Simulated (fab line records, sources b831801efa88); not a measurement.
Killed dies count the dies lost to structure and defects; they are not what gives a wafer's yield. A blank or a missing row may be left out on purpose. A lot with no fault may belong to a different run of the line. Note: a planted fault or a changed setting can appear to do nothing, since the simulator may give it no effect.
A lot that was struck, set against a sound lot :: flow gf180mcu :: 16 steps out of a route of 602
Sound: these wafers, L139.3, L139.5, L139.6. Struck: wafer L142.4 (left out: L142.2, L142.5 of the same lot, which were not struck); the cause appears at the end.
At each step with rows: each side's tool, then ch and its chambers, then its first start. Under that, the readings that differ: sound wafers :: struck wafers :: difference of the means :: sigmas: that difference in standard deviations of wafers without a fault.
alike: same words and numbers on both sides, and readings whose means sit less than 2 such deviations apart. not compared: any withheld reading, any reading some wafer has no value for, any bound like >300 that may hide the same value, and any number with overlapping values for which the record gives no deviation.
The two part at a step that has a row with sigmas, a row that says differs or no value, or rows on one side only. Numbers that have no deviation but don't overlap get no sigmas and don't part them. A reading missing from all wafers of one side parts the sides only when that side holds two or more wafers.

GF_M2_SPUTTER_04: material TiN, target thk 50 nm, time 41.7 s.
  struck on pvd sputter-01, day 19 21:42; sound on pvd sputter-02, day 18 11:02
  alike: throttle valve pct
GF_M2_RS_MEAS_05: the measuring method here is four-point-probe.
  struck on film metro-02, day 19 21:46; sound on film metro-03, day 18 11:07
  alike: M2_ALCU_RS
GF_M2_THK_MEAS_06: measures by xrf.
  struck on film metro-02, day 19 21:52; sound on film metro-03, day 18 11:13
  alike: M2_ALCU_THK
then, 7 steps without rows for these wafers: GF_M2_DEHYDRATE_07 (time 60 s); GF_M2_HMDS_08 (prime time 60 s); GF_M2_COAT_09 (resist thk 1000 nm); GF_M2_SOFTBAKE_10 (time 60 s); GF_M2_EXPOSE_11 (exposes mask Metal2, target cd 280 nm); GF_M2_PEB_12 (peb time 90 s); GF_M2_DEVELOP_13 (develop time 60 s).
GF_M2_CD_MEAS_14 targets a cd of 280 nm.
  struck on cd sem-01, day 20 21:09; sound on cd sem-02, day 19 11:05
  alike: cd nm
GF_M2_OVL_MEAS_15:
  struck on overlay-02, day 20 21:16; sound on overlay-02, day 19 11:10
  alike: M2_OVL
GF_M2_METAL_ETCH_16: etches the open film in Cl2/BCl3, stops on SiO2, target depth 750.8 nm, time 125.1 s.
  sound on rie metal-03 ch 0,1, day 19 11:14; struck on rie metal-04 ch 1, day 20 21:17
reading: oes product au (a.u.)
sound: 0.989 0.989 0.980
struck: 0.833
difference: -0.153
sigmas: -22

reading: throttle valve pct (%)
sound: 28.251 28.227 28.246
struck: 28.396
difference: +0.155
sigmas: +13

reading: model.KrF_of_M2_COAT_09.thk nm (nm)
sound: 685.4 685.2 692.8
struck: 761.4
difference: +73.6
sigmas: 
  alike: drypump motor current A
  not compared: rf hours counter h
GF_M2_STRIP_17: strips in O2/N2.
  sound on plasma asher-03 ch 0,1, day 19 11:21; struck on plasma asher-01 ch 1, day 20 21:25
reading: heater power w (W)
sound: 383 369 361
struck: 312
difference: -59
sigmas: -3

reading: oes product au (a.u.)
sound: 0.539 0.536 0.542
struck: 0.566
difference: +0.027
sigmas: +5

reading: strip time to endpoint s (s)
sound: 7.40 7.38 7.47
struck: 8.13
difference: +0.71
sigmas: +11
  alike: drypump motor current A
  not compared: rf hours counter h
then, 1 step without rows for these wafers: GF_M2_STRIP_18 (strips in post etch residue remover, time 1200 s).
GF_PASSIVATION_PROBE_99:
  the record holds rows for the sound wafers here (prober-02, day 29 03:50) but none for the struck ones

WHERE THEY PART
First at GF_M2_METAL_ETCH_16; last, within this record, at GF_PASSIVATION_PROBE_99.

WHY: whatever the simulator had introduced
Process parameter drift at GF_M2_METAL_ETCH_16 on rie metal-04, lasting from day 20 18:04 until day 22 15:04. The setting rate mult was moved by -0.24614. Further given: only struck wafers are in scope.
